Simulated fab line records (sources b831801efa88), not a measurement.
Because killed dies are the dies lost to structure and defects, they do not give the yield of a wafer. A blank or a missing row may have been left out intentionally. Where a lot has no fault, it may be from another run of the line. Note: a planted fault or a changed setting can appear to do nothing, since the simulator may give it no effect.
Which of the tools did it?	flow sky130	10 lots, 30 wafers sampled, at 2 steps of a route of 708

== WHAT EACH GAUGE READ, for each wafer ==
SKY_FIELD_ISO_THK_MEAS_02.
lot	measured	on	FIELD_ISO_OXIDATION_00_THK (nm)
L407	day 1 22:19	film_metro-03	11.84 11.80 12.10
L409	day 2 07:38	film_metro-03	11.86 11.73 11.53
L411	day 2 18:46	film_metro-04	12.30 12.23 12.21
L412	day 2 22:38	film_metro-03	12.10 12.00 11.96
L413	day 3 03:38	film_metro-04	12.29 12.05 12.38
L421	day 4 19:39	film_metro-03	11.68 11.78 11.78
L422	day 5 01:21	film_metro-03	12.19 12.43 12.20
L423	day 5 06:41	film_metro-04	11.87 11.80 11.93
L426	day 5 22:32	film_metro-04	12.30 12.25 12.26
L427	day 6 02:28	film_metro-03	11.99 11.86 12.03

SKY_FIELD_ISO_THK_MEAS_04.
lot	measured	on	FIELD_ISO_CVD_03_THK (nm)
L407	day 2 00:10	film_metro-04	164.5 164.4 163.2
L409	day 2 09:29	film_metro-01	164.6 165.5 166.0
L411	day 2 20:58	film_metro-04	166.4 166.7 166.1
L412	day 3 00:29	film_metro-03	165.9 164.2 164.2
L413	day 3 05:29	film_metro-04	163.7 165.0 164.5
L421	day 4 22:40	film_metro-04	166.4 166.4 166.5
L422	day 5 03:11	film_metro-01	167.1 167.6 167.0
L423	day 5 08:37	film_metro-01	165.5 166.3 166.1
L426	day 6 01:26	film_metro-03	166.4 165.9 164.4
L427	day 6 04:19	film_metro-03	162.6 164.6 163.9

== WHICH TOOL RAN EACH LOT (tool, then ch and the chambers of the sampled wafers, then the start) ==
Record: no process step prior to these readings.

== WHAT THE TOOLS THEMSELVES READ (means of the sampled wafers that have a number; where no wafer has one, the mark that the record gives instead) ==
The record holds no such reading with a usual standard deviation.

== THE ANSWER, worked out from the rows above alone ==
Rule: usual is defined by the lots themselves. Put in order of their means at a reading, lots are off if they are a third of the lots or fewer, leave a main group of 4 or more, and stand apart from it by a gap of 3 or more times the standard deviation of the main group's means; of several such gaps the widest counts. Not used: any main group whose means are identical at the precision the tables above print for the reading. A lot without any number at a reading at which 4 lots or more have one is off too. The other lots that the step has rows for count as sound. First the gauges in route order, then the tools' own readings, where a lot's mean is used as printed above. The first step at which some lot is off is used, and at that step the reading that is off furthest; a lot without a number counts as furthest.
None of the lots is off at any reading shown; this tells nothing.

== WHAT HAD BEEN PUT IN BY THE SIMULATOR ==
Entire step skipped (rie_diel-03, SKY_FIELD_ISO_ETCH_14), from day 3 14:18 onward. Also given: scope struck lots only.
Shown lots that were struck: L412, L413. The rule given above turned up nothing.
